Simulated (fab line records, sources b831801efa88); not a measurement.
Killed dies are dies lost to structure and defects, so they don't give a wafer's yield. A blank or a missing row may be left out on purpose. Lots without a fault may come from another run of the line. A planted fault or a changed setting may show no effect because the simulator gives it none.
fab line records | flow sfq_line
record lots=5 wafers=23
route steps=325 shown JJ@194 M5@201 R5@220 I5@236 C5@240 M6@256 I6@274 M7@286
start_h: hours from the record's first day to the start of the lot's first wafer shown | wait_h: hours since the lot's step before | " the same as in the row above | L1.1+2: a row that stands for several wafers | - no value, or no start given | * or withheld: withheld | < > ~ a bound
route shown NAME@n: a module of which the file shows steps, and the number in the route of the first | usual: mean/standard deviation of fault-free wafers | same: alike in all rows | chamber/n: place in a boat | sites: the reading at each site | _std_site: their standard deviation | _edge_site: outer sites' mean less inner sites' | radius_mm: how far each site lies from the wafer's centre | mask NAME#n: copy n | behind: the tool/chamber that last shaped the wafer | hold: why the lot was held/for how many hours/how that ended | device: the transistor (n, p or np) that didn't switch | end of line: the same wafers' tests at the end of the route | a step without rows: its recipe alone | killed: dies lost to structure and defects at the first sort, not the wafer's yield | map: a wafer's dies, x killed, . not, _ none there
set.NAME: the setting as run; set.NAME@STEP: as run at that earlier step | model.NAME: the simulator's own value behind a step, which no gauge read
lots whose settings were changed on purpose; a table a step, a row a wafer
## steps
# step SFQ_TRILAYER_JJ_CE_ETCH_RIE_118
# recipe target=Nb stop_on=Al2O3 mask_material=PR taper_deg=13.257 over_etch_frac=0.15 time_s=97.7 chemistry=SF6 target_depth_nm=170 icp_w=600 bias_w=80 pressure_mtorr=10
# columns lot.wafer tool chamber start_h wait_h set.bias_w set.dose_mj@TRILAYER_JJ_CE_LITHO_EXPOSE_115 model.JJ.cd_nm
L075.2 rie_metal-01 1 1025.34 0.1 80 14.4 703.1
L075.3 " 1 " " 80 14.4 701.9
L075.4 " 0 " " 72.62 14.4 699
L075.5 " 1 " " 80 14.4 702.3
L075.6 " 0 " " 72.62 14.4 700.9
L077.1 rie_metal-04 1 1036.24 0.1 80 15.11 693.7
L077.2 " 0 " " 80 15.11 692.9
L077.4 " 1 " " 80 14.4 700.8
L077.5 " 0 " " 80 14.4 699.5
L077.6 " 1 " " 80 14.4 699.6
L079.1 rie_metal-04 0 1055.08 0.1 80 14.4 700.1
L079.4 " 1 " " 80 14.4 698.6
L079.6 " 1 " " 80 14.4 701.7
L080.1 rie_metal-03 0 1059.23 0.1 89.51 14.4 700.4
L080.2 " 1 " " 80 13.52 710.9
L080.3 " 0 " " 89.51 13.52 710.5
L080.5 " 0 " " 80 13.52 709.1
L080.6 " 1 " " 89.51 14.4 701
L084.1 rie_metal-03 1 1091.42 0.1 80 14.4 696.8
L084.2 " 0 " " 77.05 14.4 696.2
L084.3 " 0 " " 80 14.69 691.6
L084.5 " 1 " " 77.05 14.69 693.8
L084.6 " 0 " " 80 14.4 696.7
# step SFQ_TRILAYER_M5_LITHO_EXPOSE_124
# recipe mask_id=M5 na=0.6 source_shape=conventional sigma_outer=0.65 target_cd_nm=700 dose_mj=14.4
# columns lot.wafer tool chamber start_h wait_h mask set.dose_mj
L075.2+3+4+5+6 krf_scanner-02 0 1144.08 - M5#0 14.4
L077.1+2+4 krf_scanner-02 0 1155.88 - M5#0 14.4
L077.5+6 " 0 " " M5#0 13.85
L079.1+4+6 krf_scanner-02 0 1178.68 - M5#0 14.4
L080.1+2 krf_scanner-02 0 1185.88 - M5#0 15.15
L080.3+5+6 " 0 " " M5#0 14.4
L084.1+2 krf_scanner-02 0 1221.88 - M5#0 15.38
L084.3+5+6 " 0 " " M5#0 14.4
# step SFQ_TRILAYER_M5_LITHO_PEB_126
# recipe peb_temp_c=115 peb_time_s=60 resist=KrF
# step SFQ_TRILAYER_M5_LITHO_DEVELOP_125
# recipe time_s=60 resist=KrF
# step SFQ_TRILAYER_M5_BARC_OPEN_METAL_ETCH_161
# recipe mask_material=PR chemistry=O2 target_depth_nm=125 target=BARC icp_w=600 bias_w=80 pressure_mtorr=10 time_s=43.07
# columns lot.wafer tool chamber start_h wait_h set.dose_mj@TRILAYER_M5_LITHO_EXPOSE_124 model.M5.cd_nm
L075.2 rie_metal-02 0 1145.41 0.0 14.4 700.9
L075.3 " 0 " " 14.4 702
L075.4 " 1 " " 14.4 699.2
L075.5 " 0 " " 14.4 701.3
L075.6 " 1 " " 14.4 701
L077.1 rie_metal-03 0 1157.41 0.0 14.4 700.2
L077.2 " 1 " " 14.4 700
L077.4 " 1 " " 14.4 700.7
L077.5 " 1 " " 13.85 706
L077.6 " 0 " " 13.85 705.2
L079.1 rie_metal-03 1 1180.21 0.0 14.4 701.6
L079.4 " 1 " " 14.4 702.9
L079.6 " 1 " " 14.4 702
L080.1 rie_metal-03 1 1187.41 0.0 15.15 692.2
L080.2 " 0 " " 15.15 691.7
L080.3 " 0 " " 14.4 700.8
L080.5 " 0 " " 14.4 700.2
L080.6 " 1 " " 14.4 700
L084.1 rie_metal-02 1 1223.41 0.0 15.38 688.2
L084.2 " 0 " " 15.38 688.9
L084.3 " 1 " " 14.4 698
L084.5 " 0 " " 14.4 700.4
L084.6 " 1 " " 14.4 699.1
# step SFQ_TRILAYER_R5_LITHO_EXPOSE_137
# recipe mask_id=R5 na=0.6 source_shape=conventional sigma_outer=0.65 target_cd_nm=500 dose_mj=14.4
# columns lot.wafer tool chamber start_h wait_h mask set.dose_mj
L075.2+4+6 krf_scanner-01 0 1299.97 - R5#0 14.4
L075.3+5 " 0 " " R5#0 13.61
L077.1+6 krf_scanner-01 0 1311.77 - R5#0 14.4
L077.2+4+5 " 0 " " R5#0 13.42
L079.1+4+6 krf_scanner-01 0 1332.17 - R5#0 14.4
L080.1+2+3+5+6 krf_scanner-01 0 1339.37 - R5#0 14.4
L084.1+5+6 krf_scanner-02 0 1373.90 - R5#0 15.18
L084.2+3 " 0 " " R5#0 14.4
# step SFQ_TRILAYER_R5_BARC_OPEN_METAL_ETCH_177
# recipe mask_material=PR chemistry=O2 target_depth_nm=125 target=BARC icp_w=600 bias_w=80 pressure_mtorr=10 time_s=41.7
# columns lot.wafer tool chamber start_h wait_h set.time_s set.dose_mj@TRILAYER_R5_LITHO_EXPOSE_137 model.R5.cd_nm model.KrF_of_TRILAYER_R5_LITHO_COAT_136.thk_nm
L075.2 rie_metal-03 0 1301.31 0.0 41.7 14.4 497.9 521
L075.3 " 0 " " 44.21 13.61 507.6 517.6
L075.4 " 1 " " 41.7 14.4 499.9 522.1
L075.5 " 0 " " 44.21 13.61 507.4 518.2
L075.6 " 1 " " 44.21 14.4 497.9 517.6
L077.1 rie_metal-04 1 1313.31 0.0 41.7 14.4 501.2 520.1
L077.2 " 0 " " 39.17 13.42 512.4 523.8
L077.4 " 1 " " 39.17 13.42 512.2 524
L077.5 " 0 " " 41.7 13.42 514.1 521.6
L077.6 " 1 " " 39.17 14.4 500.7 525.6
L079.1 rie_metal-02 0 1333.71 0.0 41.7 14.4 500.8 522.1
L079.4 " 0 " " 41.7 14.4 499.9 522.5
L079.6 " 1 " " 41.7 14.4 499 521.7
L080.1 rie_metal-04 0 1340.91 0.0 43.93 14.4 501.4 518.4
L080.2 " 1 " " 41.7 14.4 500.1 521.4
L080.3 " 1 " " 41.7 14.4 499.8 523
L080.5 " 1 " " 41.7 14.4 499.3 522.1
L080.6 " 0 " " 43.93 14.4 500.4 518.1
L084.1 rie_metal-02 0 1375.44 0.0 41.7 15.18 492 524.5
L084.2 " 1 " " 41.7 14.4 499.2 525.1
L084.3 " 1 " " 46.67 14.4 500.6 515
L084.5 " 1 " " 41.7 15.18 491.6 523.5
L084.6 " 0 " " 46.67 15.18 492.2 518.9
# step SFQ_TRILAYER_R5_ETCH_METAL_ETCH_139
# recipe stop_on=SiO2 mask_material=PR chemistry=Cl2 target_depth_nm=60 icp_w=600 bias_w=80 pressure_mtorr=10 time_s=40
# columns lot.wafer tool chamber start_h wait_h set.dose_mj@TRILAYER_R5_LITHO_EXPOSE_137 set.time_s@TRILAYER_R5_BARC_OPEN_METAL_ETCH_177 model.R5.cd_nm model.KrF_of_TRILAYER_R5_LITHO_COAT_136.thk_nm
L075.2 rie_metal-03 0 1301.37 0.0 14.4 41.7 498.6 496.8
L075.3 " 0 " " 13.61 44.21 508.3 493.3
L075.4 " 1 " " 14.4 41.7 499.7 498.2
L075.5 " 0 " " 13.61 44.21 507.7 493.9
L075.6 " 1 " " 14.4 44.21 497.5 493.6
L077.1 rie_metal-04 1 1313.37 0.0 14.4 41.7 501.3 496.3
L077.2 " 0 " " 13.42 39.17 512.3 499.5
L077.4 " 1 " " 13.42 39.17 512.1 500.1
L077.5 " 0 " " 13.42 41.7 514.2 497.4
L077.6 " 1 " " 14.4 39.17 500.7 501.6
L079.1 rie_metal-02 0 1333.77 0.0 14.4 41.7 500.9 498.1
L079.4 " 0 " " 14.4 41.7 500 498.5
L079.6 " 1 " " 14.4 41.7 499.3 497.3
L080.1 rie_metal-04 0 1340.97 0.0 14.4 43.93 501.1 493.9
L080.2 " 1 " " 14.4 41.7 499.8 497.1
L080.3 " 1 " " 14.4 41.7 499.4 498.8
L080.5 " 1 " " 14.4 41.7 499.1 498
L080.6 " 0 " " 14.4 43.93 500 493.7
L084.1 rie_metal-02 0 1375.50 0.0 15.18 41.7 492.1 500.4
L084.2 " 1 " " 14.4 41.7 499.3 500.9
L084.3 " 1 " " 14.4 46.67 500.8 491
L084.5 " 1 " " 15.18 41.7 491.8 499.6
L084.6 " 0 " " 15.18 46.67 491.9 494.9
# step SFQ_TRILAYER_I5_BARC_OPEN_VIA_ETCH_200
# recipe mask_material=PR chemistry=O2 target_depth_nm=125 target=BARC source_w=500 bias_w=80 pressure_mtorr=30 time_s=41.7
# usual oes_product_au=0.686/0.0037
# columns lot.wafer tool chamber start_h wait_h set.time_s oes_product_au
L075.2 rie_diel-02 3 1445.63 0.0 41.7 0.686
L075.3 " 2 " " 41.7 0.690
L075.4 " 3 " " 41.7 0.688
L075.5 " 1 " " 41.7 0.688
L075.6 " 2 " " 41.7 0.686
L077.1 rie_diel-01 3 1456.43 0.0 41.7 0.686
L077.2 " 0 " " 37.09 0.728
L077.4 " 2 " " 41.7 0.687
L077.5 " 3 " " 37.09 0.728
L077.6 " 2 " " 41.7 0.678
L079.1 rie_diel-03 0 1475.63 0.0 41.7 0.677
L079.4 " 3 " " 41.7 0.685
L079.6 " 2 " " 41.7 0.683
L080.1 rie_diel-02 2 1482.83 0.0 45.13 0.673
L080.2 " 3 " " 41.7 0.689
L080.3 " 0 " " 41.7 0.685
L080.5 " 2 " " 45.13 0.675
L080.6 " 1 " " 45.13 0.674
L084.1 rie_diel-01 2 1518.96 0.0 44.2 0.681
L084.2 " 3 " " 41.7 0.687
L084.3 " 1 " " 41.7 0.695
L084.5 " 3 " " 41.7 0.689
L084.6 " 0 " " 44.2 0.678
# step SFQ_TRILAYER_C5_LITHO_COAT_156
# recipe resist=BARC spin_rpm=3000 resist_thk_nm=62
# columns lot.wafer tool chamber start_h wait_h set.resist_thk_nm model.BARC_of_TRILAYER_C5_LITHO_COAT_156.thk_nm
L075.2 litho_track-03 0 1446.67 0.1 59.89 60.01
L075.3 " 0 " " 62 62.28
L075.4 " 0 " " 62 61.96
L075.5 " 0 " " 62 62.16
L075.6 " 0 " " 59.89 59.89
L077.1 litho_track-04 0 1457.40 0.0 62 61.57
L077.2 " 0 " " 62 61.73
L077.4 " 0 " " 62 61.69
L077.5 " 0 " " 64.71 64.4
L077.6 " 0 " " 64.71 64.32
L079.1 litho_track-01 0 1476.63 0.0 62 62.05
L079.4 " 0 " " 62 61.84
L079.6 " 0 " " 62 61.85
L080.1 litho_track-01 0 1483.82 0.0 59.49 59.08
L080.2 " 0 " " 62 61.81
L080.3 " 0 " " 59.49 59.15
L080.5 " 0 " " 59.49 59.32
L080.6 " 0 " " 62 61.69
L084.1 litho_track-01 0 1519.92 0.0 62 61.92
L084.2 " 0 " " 62 62
L084.3 " 0 " " 59.53 59.47
L084.5 " 0 " " 59.53 59.43
L084.6 " 0 " " 59.53 59.5
# step SFQ_TRILAYER_M6_LITHO_COAT_159
# recipe resist=KrF spin_rpm=3000 resist_thk_nm=600
# columns lot.wafer tool chamber start_h wait_h set.resist_thk_nm model.KrF_of_TRILAYER_M6_LITHO_COAT_159.thk_nm
L075.2 litho_track-04 0 1584.90 0.2 584.4 584.3
L075.3 " 0 " " 600 600.3
L075.4 " 0 " " 584.4 583.4
L075.5 " 0 " " 584.4 582.8
L075.6 " 0 " " 600 598.7
L077.1 litho_track-02 0 1595.65 0.2 624.8 626.2
L077.2 " 0 " " 600 601.3
L077.4 " 0 " " 624.8 624.2
L077.5 " 0 " " 624.8 625.7
L077.6 " 0 " " 600 600.7
L079.1 litho_track-01 0 1616.05 0.2 600 599.8
L079.4+6 " 0 " " 600 597.5
L080.1 litho_track-02 0 1622.05 0.2 600 599.3
L080.2 " 0 " " 600 598
L080.3 " 0 " " 600 600.5
L080.5 " 0 " " 600 599
L080.6 " 0 " " 600 597.7
L084.1 litho_track-02 0 1655.82 0.2 600 600.3
L084.2 " 0 " " 583.7 585
L084.3 " 0 " " 583.7 583.7
L084.5 " 0 " " 600 602.5
L084.6 " 0 " " 600 599.7
# step SFQ_TRILAYER_M6_LITHO_EXPOSE_160
# recipe mask_id=M6 na=0.6 source_shape=conventional sigma_outer=0.65 target_cd_nm=500 dose_mj=14.4
# columns lot.wafer tool chamber start_h wait_h mask set.dose_mj
L075.2+5 krf_scanner-02 0 1585.50 - M6#0 13.45
L075.3+4+6 " 0 " " M6#0 14.4
L077.1+4+6 krf_scanner-02 0 1596.10 - M6#0 14.4
L077.2+5 " 0 " " M6#0 13.9
L079.1+4+6 krf_scanner-02 0 1616.50 - M6#0 14.4
L080.1+2+3 krf_scanner-02 0 1622.50 - M6#0 14.4
L080.5+6 " 0 " " M6#0 14.93
L084.1+3+5 krf_scanner-01 0 1752.41 - M6#0 14.4
L084.2+6 " 0 " " M6#0 13.34
# step SFQ_TRILAYER_M6_LITHO_PEB_162
# recipe peb_temp_c=115 peb_time_s=60 resist=KrF
# step SFQ_TRILAYER_M6_LITHO_DEVELOP_161
# recipe time_s=60 resist=KrF
# step SFQ_TRILAYER_M6_BARC_OPEN_METAL_ETCH_206
# recipe mask_material=PR chemistry=O2 target_depth_nm=125 target=BARC icp_w=600 bias_w=80 pressure_mtorr=10 time_s=42.91
# columns lot.wafer tool chamber start_h wait_h set.resist_thk_nm@TRILAYER_M6_LITHO_COAT_159 set.dose_mj@TRILAYER_M6_LITHO_EXPOSE_160 model.M6.cd_nm model.KrF_of_TRILAYER_M6_LITHO_COAT_159.thk_nm
L075.2 rie_metal-03 0 1586.84 0.0 584.4 13.45 509.8 504.8
L075.3 " 0 " " 600 14.4 499.6 520.7
L075.4 " 1 " " 584.4 14.4 499.1 505.8
L075.5 " 1 " " 584.4 13.45 511 504.9
L075.6 " 0 " " 600 14.4 500.3 519.2
L077.1 rie_metal-03 1 1597.64 0.0 624.8 14.4 499.8 548.3
L077.2 " 0 " " 600 13.9 505.6 521
L077.4 " 1 " " 624.8 14.4 498.9 545.9
L077.5 " 0 " " 624.8 13.9 505.2 545.5
L077.6 " 1 " " 600 14.4 501.8 522.6
L079.1 rie_metal-03 0 1618.04 0.0 600 14.4 501.5 520.6
L079.4 " 1 " " 600 14.4 500.5 519.9
L079.6 " 1 " " 600 14.4 500.7 519.9
L080.1 rie_metal-03 1 1624.04 0.0 600 14.4 501.4 521.2
L080.2 " 0 " " 600 14.4 502.3 519.1
L080.3 " 1 " " 600 14.4 501.1 522.9
L080.5 " 0 " " 600 14.93 495.7 520
L080.6 " 1 " " 600 14.93 495.3 519.8
L084.1 rie_metal-01 1 1753.94 0.0 600 14.4 501.2 522.2
L084.2 " 1 " " 583.7 13.34 512.5 507.3
L084.3 " 1 " " 583.7 14.4 500.2 506
L084.5 " 1 " " 600 14.4 500.6 524.8
L084.6 " 1 " " 600 13.34 510.8 522.2
# step SFQ_TRILAYER_M6_ETCH_METAL_ETCH_162
# recipe target=Nb stop_on=SiO2 mask_material=PR chemistry=Cl2/Ar target_depth_nm=240 icp_w=600 bias_w=80 pressure_mtorr=10 time_s=120
# columns lot.wafer tool chamber start_h wait_h set.resist_thk_nm@TRILAYER_M6_LITHO_COAT_159 model.KrF_of_TRILAYER_M6_LITHO_COAT_159.thk_nm
L075.2 rie_metal-03 0 1586.90 0.0 584.4 360.1
L075.3 " 0 " " 600 376.3
L075.4 " 1 " " 584.4 366.3
L075.5 " 1 " " 584.4 365.7
L075.6 " 0 " " 600 374.3
L077.1 rie_metal-03 1 1597.70 0.0 624.8 409.1
L077.2 " 0 " " 600 377.8
L077.4 " 1 " " 624.8 406.7
L077.5 " 0 " " 624.8 399.9
L077.6 " 1 " " 600 383.2
L079.1 rie_metal-03 0 1618.10 0.0 600 377.4
L079.4 " 1 " " 600 379.4
L079.6 " 1 " " 600 380.5
L080.1 rie_metal-03 1 1624.10 0.0 600 380.9
L080.2 " 0 " " 600 376.8
L080.3 " 1 " " 600 383
L080.5 " 0 " " 600 377
L080.6 " 1 " " 600 378.1
L084.1 rie_metal-01 1 1754.06 0.1 600 382.4
L084.2 " 1 " " 583.7 367.8
L084.3 " 1 " " 583.7 366.4
L084.5 " 1 " " 600 385.8
L084.6 " 1 " " 600 383.5
# step SFQ_TRILAYER_I6_VIA_LITHO_PEB_172
# recipe peb_temp_c=115 peb_time_s=60 resist=KrF
# columns lot.wafer tool chamber start_h wait_h set.peb_time_s
L075.2+3 litho_track-03 0 1704.45 0.8 60
L075.4+5+6 " 0 " " 56.04
L077.1+5 litho_track-02 0 1711.62 1.0 63.77
L077.2+4+6 " 0 " " 60
L079.1+4+6 litho_track-03 0 1725.72 1.0 60
L080.1+5 litho_track-03 0 1731.88 1.0 60
L080.2+3+6 " 0 " " 66.87
L084.1+2+3 litho_track-02 0 1880.04 1.0 55.28
L084.5+6 " 0 " " 60
# step SFQ_TRILAYER_I6_VIA_LITHO_DEVELOP_171
# recipe time_s=60 resist=KrF
# step SFQ_TRILAYER_I6_VIA_BARC_OPEN_VIA_ETCH_235
# recipe mask_material=PR chemistry=O2 target_depth_nm=125 target=BARC source_w=500 bias_w=80 pressure_mtorr=30 time_s=41.7
# columns lot.wafer tool chamber start_h wait_h set.peb_time_s@TRILAYER_I6_VIA_LITHO_PEB_172 model.I6.cd_nm
L075.2 rie_diel-01 3 1704.76 0.0 60 701.5
L075.3 " 1 " " 60 702
L075.4 " 2 " " 56.04 690.9
L075.5 " 1 " " 56.04 691.5
L075.6 " 2 " " 56.04 691.1
L077.1 rie_diel-03 3 1711.96 0.0 63.77 710.5
L077.2 " 1 " " 60 703.1
L077.4 " 0 " " 60 703.4
L077.5 " 0 " " 63.77 711.5
L077.6 " 1 " " 60 702.3
L079.1 rie_diel-01 3 1726.06 0.0 60 699
L079.4 " 1 " " 60 700.9
L079.6 " 3 " " 60 700.1
L080.1 rie_diel-01 3 1732.22 0.0 60 700.8
L080.2 " 1 " " 66.87 718.1
L080.3 " 2 " " 66.87 716
L080.5 " 2 " " 60 700.4
L080.6 " 1 " " 66.87 716.6
L084.1 rie_diel-04 1 1880.38 0.0 55.28 687.4
L084.2 " 3 " " 55.28 689
L084.3 " 2 " " 55.28 689.6
L084.5 " 2 " " 60 701.3
L084.6 " 3 " " 60 699.4
# step SFQ_TRILAYER_M7_LITHO_COAT_177
# recipe resist=KrF spin_rpm=3000 resist_thk_nm=600
# columns lot.wafer tool chamber start_h wait_h set.resist_thk_nm model.KrF_of_TRILAYER_M7_LITHO_COAT_177.thk_nm
L075.2 litho_track-03 0 1706.34 0.2 600 600.5
L075.3+4 " 0 " " 600 600.8
L075.5 " 0 " " 600 600.6
L075.6 " 0 " " 600 600.3
L077.1+6 litho_track-03 0 1713.49 0.2 600 601.4
L077.2 " 0 " " 587.3 584.8
L077.4 " 0 " " 587.3 587.9
L077.5 " 0 " " 600 599.1
L079.1 litho_track-01 0 1727.70 0.2 600 599.9
L079.4 " 0 " " 600 599.6
L079.6 " 0 " " 600 598.6
L080.1 litho_track-01 0 1733.75 0.2 568.1 567.9
L080.2 " 0 " " 600 601.7
L080.3 " 0 " " 568.1 569.9
L080.5 " 0 " " 600 601.5
L080.6 " 0 " " 600 603.8
L084.1 litho_track-01 0 1882.10 0.2 588.6 588.5
L084.2 " 0 " " 588.6 588.6
L084.3+5 " 0 " " 600 599.8
L084.6 " 0 " " 588.6 589.5
# step SFQ_TRILAYER_M7_ETCH_METAL_ETCH_180
# recipe target=Nb stop_on=SiO2 mask_material=PR chemistry=Cl2/Ar target_depth_nm=240 icp_w=600 bias_w=80 pressure_mtorr=10 time_s=120
# columns lot.wafer tool chamber start_h wait_h set.time_s set.resist_thk_nm@TRILAYER_M7_LITHO_COAT_177 model.KrF_of_TRILAYER_M7_LITHO_COAT_177.thk_nm
L075.2 rie_metal-01 0 1821.92 0.0 120 600 382.1
L075.3 " 0 " " 120 600 382.2
L075.4 " 1 " " 108.5 600 396.1
L075.5 " 0 " " 108.5 600 395.8
L075.6 " 1 " " 120 600 382.6
L077.1 rie_metal-04 1 1826.72 0.0 111.2 600 390.9
L077.2 " 0 " " 111.2 587.3 379.7
L077.4 " 0 " " 120 587.3 373.1
L077.5 " 1 " " 120 600 378.8
L077.6 " 0 " " 120 600 386.9
L079.1 rie_metal-04 0 1841.12 0.0 120 600 383.9
L079.4 " 0 " " 120 600 383.7
L079.6 " 1 " " 120 600 377.7
L080.1 rie_metal-01 1 1850.78 0.1 136.2 568.1 331.6
L080.2 " 1 " " 120 600 385.2
L080.3 " 1 " " 120 568.1 352.4
L080.5 " 1 " " 120 600 383.8
L080.6 " 1 " " 136.2 600 367.2
L084.1 rie_metal-01 1 1964.51 0.0 111.2 588.6 384.6
L084.2 " 0 " " 111.2 588.6 379
L084.3 " 1 " " 120 600 385.8
L084.5 " 1 " " 111.2 600 396.4
L084.6 " 0 " " 120 588.6 370
## key
split step=SFQ_TRILAYER_JJ_CE_ETCH_RIE_118 setting=bias_w stated=80 by=wafer
response none clear
split step=SFQ_TRILAYER_M5_LITHO_EXPOSE_124 setting=dose_mj stated=14.4 by=wafer
response step=SFQ_TRILAYER_M5_BARC_OPEN_METAL_ETCH_161 reading=model.M5.cd_nm change=-1.55 per=1% r=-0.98
split step=SFQ_TRILAYER_R5_LITHO_EXPOSE_137 setting=dose_mj stated=14.4 by=wafer
response step=SFQ_TRILAYER_R5_BARC_OPEN_METAL_ETCH_177 reading=model.R5.cd_nm change=-1.64 per=1% r=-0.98
response step=SFQ_TRILAYER_R5_ETCH_METAL_ETCH_139 reading=model.R5.cd_nm change=-1.66 per=1% r=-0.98
split step=SFQ_TRILAYER_R5_BARC_OPEN_METAL_ETCH_177 setting=time_s stated=41.7 by=wafer
response step=SFQ_TRILAYER_R5_BARC_OPEN_METAL_ETCH_177 reading=model.KrF_of_TRILAYER_R5_LITHO_COAT_136.thk_nm change=-0.627 per=1% r=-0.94
response step=SFQ_TRILAYER_R5_ETCH_METAL_ETCH_139 reading=model.KrF_of_TRILAYER_R5_LITHO_COAT_136.thk_nm change=-0.635 per=1% r=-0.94
split step=SFQ_TRILAYER_I5_BARC_OPEN_VIA_ETCH_200 setting=time_s stated=41.7 by=wafer
response step=SFQ_TRILAYER_I5_BARC_OPEN_VIA_ETCH_200 reading=oes_product_au change=-0.00292 per=1% r=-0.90
split step=SFQ_TRILAYER_C5_LITHO_COAT_156 setting=resist_thk_nm stated=62 by=wafer
response step=SFQ_TRILAYER_C5_LITHO_COAT_156 reading=model.BARC_of_TRILAYER_C5_LITHO_COAT_156.thk_nm change=+0.628 per=1% r=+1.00
split step=SFQ_TRILAYER_M6_LITHO_COAT_159 setting=resist_thk_nm stated=600 by=wafer
response step=SFQ_TRILAYER_M6_LITHO_COAT_159 reading=model.KrF_of_TRILAYER_M6_LITHO_COAT_159.thk_nm change=+5.98 per=1% r=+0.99
response step=SFQ_TRILAYER_M6_BARC_OPEN_METAL_ETCH_206 reading=model.KrF_of_TRILAYER_M6_LITHO_COAT_159.thk_nm change=+5.92 per=1% r=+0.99
response step=SFQ_TRILAYER_M6_ETCH_METAL_ETCH_162 reading=model.KrF_of_TRILAYER_M6_LITHO_COAT_159.thk_nm change=+5.68 per=1% r=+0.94
split step=SFQ_TRILAYER_M6_LITHO_EXPOSE_160 setting=dose_mj stated=14.4 by=wafer
response step=SFQ_TRILAYER_M6_BARC_OPEN_METAL_ETCH_206 reading=model.M6.cd_nm change=-1.56 per=1% r=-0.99
split step=SFQ_TRILAYER_I6_VIA_LITHO_PEB_172 setting=peb_time_s stated=60 by=wafer
response step=SFQ_TRILAYER_I6_VIA_BARC_OPEN_VIA_ETCH_235 reading=model.I6.cd_nm change=+1.44 per=1% r=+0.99
split step=SFQ_TRILAYER_M7_LITHO_COAT_177 setting=resist_thk_nm stated=600 by=wafer
response step=SFQ_TRILAYER_M7_LITHO_COAT_177 reading=model.KrF_of_TRILAYER_M7_LITHO_COAT_177.thk_nm change=+6.29 per=1% r=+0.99
response step=SFQ_TRILAYER_M7_ETCH_METAL_ETCH_180 reading=model.KrF_of_TRILAYER_M7_LITHO_COAT_177.thk_nm slope=+6.34 per=1% together_with=time_s@TRILAYER_M7_ETCH_METAL_ETCH_180 explained=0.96
split step=SFQ_TRILAYER_M7_ETCH_METAL_ETCH_180 setting=time_s stated=120 by=wafer
response step=SFQ_TRILAYER_M7_ETCH_METAL_ETCH_180 reading=model.KrF_of_TRILAYER_M7_LITHO_COAT_177.thk_nm slope=-1.37 per=1% together_with=resist_thk_nm@TRILAYER_M7_LITHO_COAT_177 explained=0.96
split outside_this_file step=SFQ_TRILAYER_JJ_CE_LITHO_EXPOSE_115 setting=dose_mj
# split outside_this_file: this setting was split too, and the file shows its column; the key of that split is in another file
